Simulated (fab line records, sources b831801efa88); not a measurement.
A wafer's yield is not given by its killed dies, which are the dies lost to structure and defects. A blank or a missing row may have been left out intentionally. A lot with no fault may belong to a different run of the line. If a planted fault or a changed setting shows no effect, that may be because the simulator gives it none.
fab line records ; flow sky130
record lots=6; wafers=18; last_day=50
route steps=708 shown CONTACT@423 METAL1@434 PAD_OPEN@708
lots that met no fault: from a run of the same line without faults
start_h: the number of hours between the record's first day and the start of the first shown wafer of the lot ; wait_h: time in hours since the lot's previous step ; " repeats the value in the row above ; L1.1+2: a row that stands for several wafers ; - either no value or no given start ; * or withheld: withheld ; < > ~ a bound
route shown NAME@n: names a module that has steps shown in the file, with the first one's number in the route ; usual: mean and standard deviation over wafers with no fault ; same: alike in all rows ; chamber/n: place in a boat ; sites: per-site readings ; _std_site: the standard deviation of these ; _edge_site: outer sites' mean less inner sites' ; radius_mm: how far each site lies from the wafer's centre ; mask NAME#n: copy n ; behind: tool/chamber where the wafer was last shaped ; hold: what put the lot on hold/how long, in hours/how the hold closed ; device: which transistor (n, p or np) failed to switch ; end of line: tests run on the same wafers once the route is complete ; a step with no rows: only its recipe ; killed: dies lost to structure and defects at the first sort, not the wafer's yield ; map: a wafer's dies, marking killed ones x, the rest . and places with no die _
set.NAME: the setting that was run; set.NAME@STEP: the one run at that earlier step ; model.NAME: the simulator's own value behind a step, which no gauge read
a table for each step, a row for each wafer; lots at some steps of the route
services: a tool's chamber out of use, with start hour (start_h, from the record's first day; less than 0 if before it), hours out, and reason
## steps
# step SKY_CONTACT_ETCH_17
# recipe target=SiO2; chemistry=C4F8/O2/Ar; stop_on=Si3N4; mask_material=KrF-thick; source_w=1500; bias_w=1200; pressure_mtorr=40; c4f8_flow_sccm=withheld; O2_flow_sccm=6; Ar_flow_sccm=300; time_s=withheld; target_depth_a=3400
# step SKY_CONTACT_ETCH_18
# recipe target=Si3N4; chemistry=CHF3/O2; stop_on=TiN; source_w=600; bias_w=200; pressure_mtorr=40; chf3_flow_sccm=50; O2_flow_sccm=5; time_s=39; target_depth_a=750
# usual O2_flow_sccm=5.001/0.016; drypump_motor_current_A=5.8/0.43; oes_product_au=0.853/0.0081; throttle_valve_pct=8.793/0.0086
lot.wafer;tool;chamber;start_h;wait_h;O2_flow_sccm;drypump_motor_current_A;oes_product_au;rf_hours_counter_h;throttle_valve_pct
L152.2;rie_diel-01;3;-;-;4.983;5.9;0.847;5;8.781
L152.3;rie_diel-01;3;-;-;5.010;5.9;0.858;-;8.799
L152.4;rie_diel-01;2;-;-;5.018;5.6;0.855;-;8.793
L154.1;rie_diel-03;0;-;-;4.989;5.4;0.848;4;8.770
L154.3;rie_diel-03;1;-;-;5.011;6.1;0.846;11;8.788
L154.6;rie_diel-03;1;-;-;5.020;6.0;0.848;-;8.811
L161.2;rie_diel-01;0;-;-;5.015;6.0;0.844;5;8.794
L161.5;rie_diel-01;0;-;-;5.018;6.0;0.855;-;8.791
L161.6;rie_diel-01;1;-;-;4.990;6.6;0.855;-;8.796
L162.1;rie_diel-01;0;-;-;5.007;6.0;0.866;5;8.795
L162.2;rie_diel-01;2;-;-;4.989;5.6;0.846;20;8.796
L162.4;rie_diel-01;1;-;-;4.995;6.6;0.860;8;8.790
L163.1;rie_diel-02;2;-;-;5.022;5.5;0.841;7;8.790
L163.2;rie_diel-02;0;-;-;4.996;6.1;0.857;9;8.807
L163.6;rie_diel-02;0;-;-;5.008;6.1;0.859;-;8.803
L173.1;rie_diel-02;1;-;-;5.007;5.6;0.860;13;8.789
L173.3;rie_diel-02;0;-;-;4.993;6.1;0.856;11;8.805
L173.4;rie_diel-02;3;-;-;5.000;5.5;0.860;14;8.782
# step SKY_CONTACT_STRIP_19
# recipe chemistry=O2/N2; power_w=1400; pressure_mtorr=1500; platen_temp_c=withheld; o2_flow_sccm=3000; n2_flow_sccm=300; overash_fraction=0.5
# step SKY_CONTACT_STRIP_20
# recipe chemistry=post_etch_residue_remover; time_s=1200; temp_c=72.5
# step SKY_CONTACT_CLEAN_21
# recipe chemistry=IPA; time_s=180; temp_c=25
# step SKY_CONTACT_CLEAN_22
# recipe chemistry=O3/DIW; dry=n2_spin
# step SKY_CONTACT_SPUTTER_23
# recipe material=TiN; target_thk_nm=20; chamber_pressure_pa=5; power_w=4000; time_s=80
# usual cathode_dc_power_W=4000.1/0.77; chamber_pressure_pa=4.999/0.011; throttle_valve_pct=30.2/0.75
lot.wafer;tool;chamber;start_h;wait_h;cathode_dc_power_W;chamber_pressure_pa;throttle_valve_pct
L152.2;pvd_sputter-02;-;756.56;0.0;3999.8;5.002;31.2
L152.3;pvd_sputter-02;-;756.56;0.0;4000.2;4.980;29.9
L152.4;pvd_sputter-02;-;756.56;0.0;4000.1;5.005;31.3
L154.1;pvd_sputter-04;-;760.19;0.0;4000.4;4.995;30.7
L154.3;pvd_sputter-04;-;760.19;0.0;4000.5;5.001;29.7
L154.6;pvd_sputter-04;-;760.19;0.0;4000.0;4.982;30.6
L161.2;pvd_sputter-03;-;818.02;0.0;4000.1;4.999;29.1
L161.5;pvd_sputter-03;-;818.02;0.0;4001.5;5.004;29.1
L161.6;pvd_sputter-03;-;818.02;0.0;4001.8;5.010;30.8
L162.1;pvd_sputter-04;-;831.16;0.0;4000.6;4.987;29.8
L162.2;pvd_sputter-04;-;831.16;0.0;4001.9;4.991;29.2
L162.4;pvd_sputter-04;-;831.16;0.0;3999.4;4.995;31.1
L163.1;pvd_sputter-03;-;839.42;0.0;3998.2;4.999;29.2
L163.2;pvd_sputter-03;-;839.42;0.0;4001.4;5.003;29.9
L163.6;pvd_sputter-03;-;839.42;0.0;4000.6;4.987;30.6
L173.1;pvd_sputter-03;-;907.60;0.0;3999.6;4.977;29.5
L173.3;pvd_sputter-03;-;907.60;0.0;3998.7;5.004;30.3
L173.4;pvd_sputter-03;-;907.60;0.0;3999.0;5.010;29.7
# step SKY_CONTACT_CVD_24
# recipe material=W; target_thk_nm=340; time_s=102.12; temp_c=400; pressure_torr=40
# usual heater_power_w=866/64
lot.wafer;tool;chamber;start_h;wait_h;heater_power_w
L152.2;cvd_w-02;1;756.62;0.0;926
L152.3;cvd_w-02;0;756.62;0.0;782
L152.4;cvd_w-02;1;756.62;0.0;942
L154.1;cvd_w-02;1;760.25;0.0;932
L154.3;cvd_w-02;0;760.25;0.0;788
L154.6;cvd_w-02;0;760.25;0.0;775
L161.2;cvd_w-02;1;818.11;0.1;924
L161.5;cvd_w-02;1;818.11;0.1;948
L161.6;cvd_w-02;1;818.11;0.1;947
L162.1;cvd_w-02;1;831.22;0.0;925
L162.2;cvd_w-02;0;831.22;0.0;767
L162.4;cvd_w-02;0;831.22;0.0;779
L163.1;cvd_w-01;1;839.48;0.0;910
L163.2;cvd_w-01;0;839.48;0.0;810
L163.6;cvd_w-01;0;839.48;0.0;839
L173.1;cvd_w-01;1;907.66;0.0;905
L173.3;cvd_w-01;1;907.66;0.0;925
L173.4;cvd_w-01;0;907.66;0.0;805
# step SKY_CONTACT_RS_MEAS_25
# recipe thk_meas_gauge=four-point-probe; reads=W_of_CONTACT_CVD_24+TiN_of_CONTACT_SPUTTER_23
# usual CONTACT_W_RS=0.336/0.0041
lot.wafer;tool;chamber;start_h;wait_h;CONTACT_W_RS[ohm/sq]
L152.2;film_metro-02;-;756.75;0.1;0.333
L152.3;film_metro-02;-;756.75;0.1;0.338
L152.4;film_metro-02;-;756.75;0.1;0.329
L154.1;film_metro-04;-;760.36;0.1;0.332
L154.3;film_metro-04;-;760.36;0.1;0.338
L154.6;film_metro-04;-;760.36;0.1;0.336
L161.2;film_metro-04;-;818.32;0.2;0.332
L161.5;film_metro-04;-;818.32;0.2;0.337
L161.6;film_metro-04;-;818.32;0.2;0.337
L162.1;film_metro-04;-;831.33;0.1;0.331
L162.2;film_metro-04;-;831.33;0.1;0.339
L162.4;film_metro-04;-;831.33;0.1;0.339
L163.1;film_metro-02;-;839.59;0.1;0.343
L163.2;film_metro-02;-;839.59;0.1;0.339
L163.6;film_metro-02;-;839.59;0.1;0.336
L173.1;film_metro-03;-;907.77;0.1;0.335
L173.3;film_metro-03;-;907.77;0.1;0.337
L173.4;film_metro-03;-;907.77;0.1;0.334
# step SKY_CONTACT_THK_MEAS_26
# recipe thk_meas_gauge=xrf; reads=W_of_CONTACT_CVD_24
# usual CONTACT_W_THK=341/5.5
lot.wafer;tool;chamber;start_h;wait_h;CONTACT_W_THK[nm]
L152.2;film_metro-02;-;756.86;0.1;338
L152.3;film_metro-02;-;756.86;0.1;331
L152.4;film_metro-02;-;756.86;0.1;341
L154.1;film_metro-04;-;760.48;0.1;343
L154.3;film_metro-04;-;760.48;0.1;337
L154.6;film_metro-04;-;760.48;0.1;339
L161.2;film_metro-04;-;818.43;0.1;349
L161.5;film_metro-04;-;818.43;0.1;340
L161.6;film_metro-04;-;818.43;0.1;341
L162.1;film_metro-04;-;831.45;0.1;347
L162.2;film_metro-04;-;831.45;0.1;340
L162.4;film_metro-04;-;831.45;0.1;341
L163.1;film_metro-02;-;839.71;0.1;332
L163.2;film_metro-02;-;839.71;0.1;335
L163.6;film_metro-02;-;839.71;0.1;338
L173.1;film_metro-03;-;907.89;0.1;347
L173.3;film_metro-03;-;907.89;0.1;345
L173.4;film_metro-03;-;907.89;0.1;348
# step SKY_CONTACT_CMP_27
# recipe stop_on=SiO2; t_overpolish_s=15; down_force_psi=3.5; platen_rpm=60; target_thk_nm=0; pad_velocity_m_s=0.94248
# usual head_pressure_psi=3.500/0.0085; motor_current_A=10.7/1.1; overpolish_run_s=14.999/0.0098; time_to_endpoint_s=83/4.8
lot.wafer;tool;chamber;start_h;wait_h;head_pressure_psi;motor_current_A;overpolish_run_s;time_to_endpoint_s
L152.3;cmp-01;0;756.91;0.0;3.510;12.2;14.997;84
L152.2;cmp-01;1;756.91;0.0;3.499;11.0;15.008;85
L152.4;cmp-01;3;756.91;0.0;3.513;9.6;15.016;76
L154.3;cmp-01;2;760.54;0.0;3.497;10.2;14.993;87
L154.1;cmp-01;1;760.54;0.0;3.487;11.0;14.989;91
L154.6;cmp-01;3;760.54;0.0;3.496;9.6;14.997;78
L161.2;cmp-02;1;818.53;0.1;3.506;11.7;15.000;82
L161.5;cmp-02;0;818.53;0.1;3.514;12.0;14.981;82
L161.6;cmp-02;1;818.53;0.1;3.509;11.2;14.999;79
L162.1;cmp-02;0;831.56;0.1;3.488;12.0;15.007;82
L162.4;cmp-02;1;831.56;0.1;3.503;11.1;15.004;77
L162.2;cmp-02;2;831.56;0.1;3.496;8.6;15.005;89
L163.2;cmp-01;0;839.77;0.0;3.518;12.4;15.012;83
L163.1;cmp-01;3;839.77;0.0;3.499;9.5;14.996;70
L163.6;cmp-01;0;839.77;0.0;3.504;11.7;15.005;81
L173.1;cmp-02;2;908.00;0.1;3.491;8.8;15.001;87
L173.3;cmp-02;3;908.00;0.1;3.505;10.2;14.996;74
L173.4;cmp-02;0;908.00;0.1;3.501;11.4;15.000;76
# step SKY_METAL1_SPUTTER_00
# recipe material=Ti; target_thk_nm=15; power_w=3000; time_s=10; chamber_pressure_pa=0.4
# usual cathode_dc_power_W=3000.0/0.53; chamber_pressure_pa=0.4000/0.00082; throttle_valve_pct=30.0/0.83
lot.wafer;tool;chamber;start_h;wait_h;cathode_dc_power_W;chamber_pressure_pa;throttle_valve_pct
L152.2;pvd_sputter-03;-;757.21;0.2;3000.0;0.3996;29.2
L152.3;pvd_sputter-03;-;757.21;0.2;3000.1;0.4004;30.7
L152.4;pvd_sputter-03;-;757.21;0.2;2999.6;0.3989;29.6
L154.1;pvd_sputter-03;-;760.84;0.1;3000.2;0.4012;29.7
L154.3;pvd_sputter-03;-;760.84;0.1;3000.7;0.4009;29.8
L154.6;pvd_sputter-03;-;760.84;0.1;3000.3;0.4010;29.3
L161.2;pvd_sputter-01;-;818.78;0.2;3000.3;0.3999;30.7
L161.5;pvd_sputter-01;-;818.78;0.2;2999.8;0.3988;29.3
L161.6;pvd_sputter-01;-;818.78;0.2;3000.5;0.4004;28.7
L162.1;pvd_sputter-03;-;831.81;0.2;3000.9;0.4006;30.7
L162.2;pvd_sputter-03;-;831.81;0.2;2999.5;0.3999;29.1
L162.4;pvd_sputter-03;-;831.81;0.2;2999.9;0.3998;29.5
L163.1;pvd_sputter-01;-;840.07;0.1;2999.9;0.4000;31.4
L163.2;pvd_sputter-01;-;840.07;0.1;2999.9;0.4000;30.6
L163.6;pvd_sputter-01;-;840.07;0.1;3000.1;0.4011;29.0
L173.1;pvd_sputter-04;-;908.25;0.2;2999.4;0.4008;31.1
L173.3;pvd_sputter-04;-;908.25;0.2;3000.1;0.4003;29.8
L173.4;pvd_sputter-04;-;908.25;0.2;3000.1;0.3996;29.6
# step SKY_METAL1_SPUTTER_01
# recipe material=TiN; target_thk_nm=20; power_w=6500; time_s=16.7; chamber_pressure_pa=0.4
# usual cathode_dc_power_W=6500.0/1.1; chamber_pressure_pa=0.4001/0.00081; throttle_valve_pct=29.9/0.87
lot.wafer;tool;chamber;start_h;wait_h;cathode_dc_power_W;chamber_pressure_pa;throttle_valve_pct
L152.2;pvd_sputter-03;-;757.23;0.0;6500.8;0.3990;29.4
L152.3;pvd_sputter-03;-;757.23;0.0;6500.8;0.4010;30.7
L152.4;pvd_sputter-03;-;757.23;0.0;6498.8;0.3990;29.4
L154.1;pvd_sputter-03;-;760.86;0.0;6500.0;0.3997;29.7
L154.3;pvd_sputter-03;-;760.86;0.0;6498.6;0.3991;29.7
L154.6;pvd_sputter-03;-;760.86;0.0;6499.0;0.3995;29.5
L161.2;pvd_sputter-01;-;818.80;0.0;-;-;-
L161.5;pvd_sputter-01;-;818.80;0.0;-;-;-
L161.6;pvd_sputter-01;-;818.80;0.0;-;-;-
L162.1;pvd_sputter-03;-;831.83;0.0;-;-;-
L162.2;pvd_sputter-03;-;831.83;0.0;-;-;-
L162.4;pvd_sputter-03;-;831.83;0.0;-;-;-
L163.1;pvd_sputter-01;-;840.09;0.0;6501.8;0.4002;31.4
L163.2;pvd_sputter-01;-;840.09;0.0;6502.0;0.4010;30.5
L163.6;pvd_sputter-01;-;840.09;0.0;6498.6;0.3993;29.3
L173.1;pvd_sputter-04;-;908.28;0.0;6499.2;0.4013;31.0
L173.3;pvd_sputter-04;-;908.28;0.0;6498.4;0.3999;29.4
L173.4;pvd_sputter-04;-;908.28;0.0;6500.9;0.3989;29.3
# step SKY_METAL1_SPUTTER_02
# recipe material=AlCu; target_thk_nm=250; power_w=10600; time_s=13.3; chamber_pressure_pa=0.4
# step SKY_PAD_OPEN_PROBE_99
# usual defect_limited_yield=82.1/1.9; killed_at_M0_to_M3=44/7.3; killed_at_M4_up=3.5/1.8; killed_at_contacts=24/5.8; killed_at_front_end=16/4.3; killed_at_other=0.5/0.68; killed_dies=88/9.4; killed_open=48/6.8; killed_short=40/6.1; sort_bin_3_pad_short=0.9/0.39; sort_bin_5_function=10.5/1.4; sort_bin_6_memory=6.4/1.1; sort_n_pass=404/9.4; sort_yield_pct=82.1/1.9
# same gross_dies=492; killed_at_back_side=0; sort_bin_4_leakage[%]=0; sort_bin_8_speed[%]=0
lot.wafer;tool;chamber;start_h;wait_h;defect_limited_yield[%];killed_at_M0_to_M3;killed_at_M4_up;killed_at_contacts;killed_at_front_end;killed_at_other;killed_dies;killed_open;killed_short;sort_bin_3_pad_short[%];sort_bin_5_function[%];sort_bin_6_memory[%];sort_n_pass;sort_yield_pct[%];model.etest.mcon_chain.rc_ohm;model.etest.met1.line_ohm_um;model.etest.met1.rs_ohm_sq
L152.2;prober-02;-;1093.88;0.1;82.3;43;5;26;13;0;87;45;41;0.6;11.0;6.1;405;82.3;17.1;0.9598;0.1311
L152.3;prober-02;-;1093.93;0.2;83.5;41;3;23;14;0;81;48;32;0.6;9.1;6.7;411;83.5;16.66;0.9372;0.1291
L152.4;prober-02;-;1093.98;0.2;83.1;40;3;22;18;0;83;44;39;1.0;10.6;5.3;409;83.1;16.51;0.9298;0.1288
L154.1;prober-01;-;1095.33;0.1;85.4;41;3;20;7;1;72;38;34;0.4;9.6;4.7;420;85.4;15.84;0.9538;0.1262
L154.3;prober-01;-;1095.43;0.2;84.1;38;7;16;17;0;78;37;40;0.6;8.3;6.9;414;84.1;16.78;0.9112;0.128
L154.6;prober-01;-;1095.58;0.2;83.7;52;2;19;7;0;80;50;30;0.6;10.0;5.7;412;83.7;16;0.9104;0.1267
L161.2;prober-02;-;1142.30;0.1;83.1;45;2;24;12;0;83;40;43;0.8;10.2;5.9;409;83.1;16.54;1.073;0.1481
L161.5;prober-02;-;1142.45;0.2;80.7;45;5;27;18;0;95;57;38;0.6;11.2;7.5;397;80.7;16.38;1.102;0.1481
L161.6;prober-02;-;1142.50;0.2;80.7;54;4;24;12;1;95;49;46;1.0;11.4;6.9;397;80.7;16.09;1.083;0.1486
L162.1;prober-01;-;1146.46;0.1;81.7;44;6;21;19;0;90;47;43;0.8;11.6;5.9;402;81.7;16.29;1.02;0.1441
L162.2;prober-01;-;1146.51;0.1;82.3;55;2;18;12;0;87;52;35;1.2;10.6;5.9;405;82.3;16.73;1.037;0.1472
L162.4;prober-01;-;1146.61;0.2;83.9;51;3;7;18;0;79;46;33;0.8;9.8;5.5;413;83.9;17.12;1.032;0.145
L163.1;prober-01;-;1155.25;0.1;78.9;48;3;29;24;0;104;62;39;0.4;13.2;7.5;388;78.9;16.44;0.9232;0.1309
L163.2;prober-01;-;1155.30;0.1;78.9;49;4;29;22;0;104;54;49;1.2;10.4;9.6;388;78.9;16.86;0.9343;0.1306
L163.6;prober-01;-;1155.50;0.2;80.5;44;2;31;18;1;96;51;44;1.0;11.2;7.3;396;80.5;17;0.9594;0.1289
L173.1;prober-02;-;1198.05;0.1;82.7;41;3;27;13;1;85;46;39;1.0;10.6;5.7;407;82.7;17.14;0.9431;0.129
L173.3;prober-02;-;1198.15;0.2;85.4;28;4;24;14;2;72;43;27;1.2;9.3;4.1;420;85.4;17.29;0.8998;0.1284
L173.4;prober-02;-;1198.20;0.2;84.1;45;3;18;12;0;78;45;33;1.2;8.9;5.7;414;84.1;17.29;0.9679;0.1284
# killed by level:class
L152.2 VIA1:geometric_particle:open=12 VIA3:geometric_particle:open=11 CONTACT:geometric_particle:short=10 LI_CONTACT:geometric_particle:open=5 CONTACT:geometric_particle:open=5 METAL4:geometric_particle:short=5 METAL1:geometric_particle:short=4 VIA2:geometric_particle:short=4
L152.3 CONTACT:geometric_particle:open=10 VIA1:geometric_particle:open=10 VIA1:geometric_particle:short=6 VIA2:geometric_particle:open=6 FIELD_ISO:geometric_particle:open=5 LOCAL_INTERCONNECT:geometric_particle:short=5 VIA3:geometric_particle:open=5 LI_CONTACT:geometric_particle:open=4
L152.4 LI_CONTACT:geometric_particle:open=8 CONTACT:geometric_particle:open=8 METAL2:geometric_particle:short=7 VIA2:geometric_particle:open=7 POLY_GATE:geometric_particle:short=6 VIA1:geometric_particle:open=6 POLY_GATE:geometric_particle:open=5 VIA1:geometric_particle:short=4
L154.1 VIA2:geometric_particle:open=8 METAL1:geometric_particle:short=7 VIA3:geometric_particle:open=7 LI_CONTACT:geometric_particle:open=6 LI_CONTACT:geometric_particle:short=4 VIA1:geometric_particle:open=4 CONTACT:geometric_particle:open=4 METAL3:geometric_particle:short=4
L154.3 METAL2:geometric_particle:short=9 VIA1:geometric_particle:open=8 VIA3:geometric_particle:open=6 FIELD_ISO:geometric_particle:open=5 POLY_GATE:geometric_particle:short=5 LI_CONTACT:geometric_particle:open=5 VIA1:geometric_particle:short=5 POLY_GATE:geometric_particle:open=4
L154.6 VIA2:geometric_particle:open=12 VIA1:geometric_particle:open=11 METAL1:geometric_particle:short=8 CONTACT:geometric_particle:open=7 LI_CONTACT:geometric_particle:open=6 VIA1:geometric_particle:short=4 CONTACT:geometric_particle:short=4 VIA3:geometric_particle:open=4
L161.2 VIA1:geometric_particle:open=10 CONTACT:geometric_particle:open=7 METAL1:geometric_particle:short=7 LI_CONTACT:geometric_particle:open=6 CONTACT:geometric_particle:short=6 VIA1:geometric_particle:short=6 METAL2:geometric_particle:short=5 VIA3:geometric_particle:open=5
L161.5 VIA1:geometric_particle:open=13 CONTACT:geometric_particle:open=11 CONTACT:geometric_particle:short=7 FIELD_ISO:geometric_particle:open=6 LI_CONTACT:geometric_particle:open=6 VIA1:geometric_particle:short=6 METAL2:geometric_particle:short=6 POLY_GATE:geometric_particle:open=4
L161.6 VIA1:geometric_particle:open=15 METAL1:geometric_particle:short=11 CONTACT:geometric_particle:open=7 METAL2:geometric_particle:short=7 LI_CONTACT:geometric_particle:open=6 VIA1:geometric_particle:short=6 LOCAL_INTERCONNECT:geometric_particle:short=4 VIA2:geometric_particle:short=4
L162.1 LI_CONTACT:geometric_particle:open=9 CONTACT:geometric_particle:open=8 METAL1:geometric_particle:short=8 VIA1:geometric_particle:open=8 METAL2:geometric_particle:short=7 METAL4:geometric_particle:short=5 VIA2:geometric_particle:open=5 SPACER:geometric_particle:short=4
L162.2 VIA1:geometric_particle:open=15 LI_CONTACT:geometric_particle:open=8 METAL1:geometric_particle:short=8 VIA3:geometric_particle:open=8 CONTACT:geometric_particle:open=7 VIA2:geometric_particle:open=7 VIA2:geometric_particle:short=5 VIA3:geometric_particle:short=4
L162.4 VIA1:geometric_particle:open=17 FIELD_ISO:geometric_particle:open=7 VIA3:geometric_particle:open=7 METAL1:geometric_particle:short=7 METAL2:geometric_particle:short=6 POLY_GATE:geometric_particle:short=4 VIA1:geometric_particle:short=4 CONTACT:geometric_particle:open=3
L163.1 VIA3:geometric_particle:open=12 VIA1:geometric_particle:open=12 CONTACT:geometric_particle:open=10 METAL1:geometric_particle:short=7 LI_CONTACT:geometric_particle:open=6 CONTACT:geometric_particle:short=6 FIELD_ISO:geometric_particle:open=5 FIELD_ISO:geometric_particle:short=4
L163.2 CONTACT:geometric_particle:open=12 VIA3:geometric_particle:open=10 VIA2:geometric_particle:open=8 LI_CONTACT:geometric_particle:open=7 METAL1:geometric_particle:short=6 METAL3:geometric_particle:short=6 FIELD_ISO:geometric_particle:open=5 METAL2:geometric_particle:short=5
L163.6 VIA1:geometric_particle:open=13 LI_CONTACT:geometric_particle:open=10 CONTACT:geometric_particle:open=9 VIA3:geometric_particle:open=6 CONTACT:geometric_particle:short=5 FIELD_ISO:geometric_particle:short=4 POLY_GATE:geometric_particle:open=4 LI_CONTACT:geometric_particle:short=4
L173.1 VIA2:geometric_particle:open=7 VIA2:geometric_particle:short=7 VIA3:geometric_particle:open=7 LOCAL_INTERCONNECT:geometric_particle:short=6 LI_CONTACT:geometric_particle:open=6 CONTACT:geometric_particle:open=6 VIA1:geometric_particle:open=6 METAL2:geometric_particle:short=5
L173.3 CONTACT:geometric_particle:open=14 LI_CONTACT:geometric_particle:open=5 VIA3:geometric_particle:open=5 SPACER:geometric_particle:short=4 METAL1:geometric_particle:short=4 VIA1:geometric_particle:open=4 VIA2:geometric_particle:open=4 POLY_GATE:geometric_particle:open=3
L173.4 VIA2:geometric_particle:open=10 METAL2:geometric_particle:short=8 LI_CONTACT:geometric_particle:open=7 CONTACT:geometric_particle:open=5 POLY_GATE:geometric_particle:open=4 METAL1:geometric_particle:short=4 VIA1:geometric_particle:open=4 VIA2:geometric_particle:short=4
## services
tool;chamber;start_h;hours;kind
rie_diel-01;0;740.71;16.5;repair
cmp-01;-;744.02;4.0;pm
rie_diel-01;1;752.20;6.7;repair
cmp-02;-;753.16;0.5;repair
cmp-02;-;754.38;1.3;repair
cmp-02;-;756.85;4.5;repair
rie_diel-01;3;777.97;32.2;repair
cmp-01;-;783.15;0.3;repair
rie_diel-01;0;800.71;4.4;repair
pvd_sputter-03;-;801.14;1.0;repair
rie_diel-02;1;807.86;5.5;repair
cvd_w-02;0;817.14;6.5;repair
pvd_sputter-03;-;819.52;11.9;repair
rie_diel-01;-;827.40;2.8;pm
pvd_sputter-04;-;835.29;12.5;repair
cmp-02;-;843.37;5.6;repair
rie_diel-02;2;844.96;7.2;repair
pvd_sputter-03;-;847.56;12.9;repair
rie_diel-01;1;864.55;8.2;repair
cvd_w-02;-;872.50;6.9;pm
cmp-01;-;876.30;3.9;pm
cmp-02;-;884.25;6.9;pm
cmp-01;-;903.75;0.4;repair
cvd_w-02;-;904.00;14.0;pm
## key
first_sign step=SKY_METAL1_SPUTTER_01; reading=tool_record; direction=missing
effect none on later readings
model_effect step=SKY_PAD_OPEN_PROBE_99; value=etest.mcon_chain.rc_ohm; without=17.28; struck=16.52
met_at SKY_METAL1_SPUTTER_01
struck_wafers L161.2,L161.5,L161.6,L162.1,L162.2,L162.4
onset_between 760.86 818.80
fault kind=skipped_step_whole; tool=pvd_sputter-01,pvd_sputter-03; chamber=-; onset_h=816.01; steps=SKY_METAL1_SPUTTER_01; scope=struck_lots_only
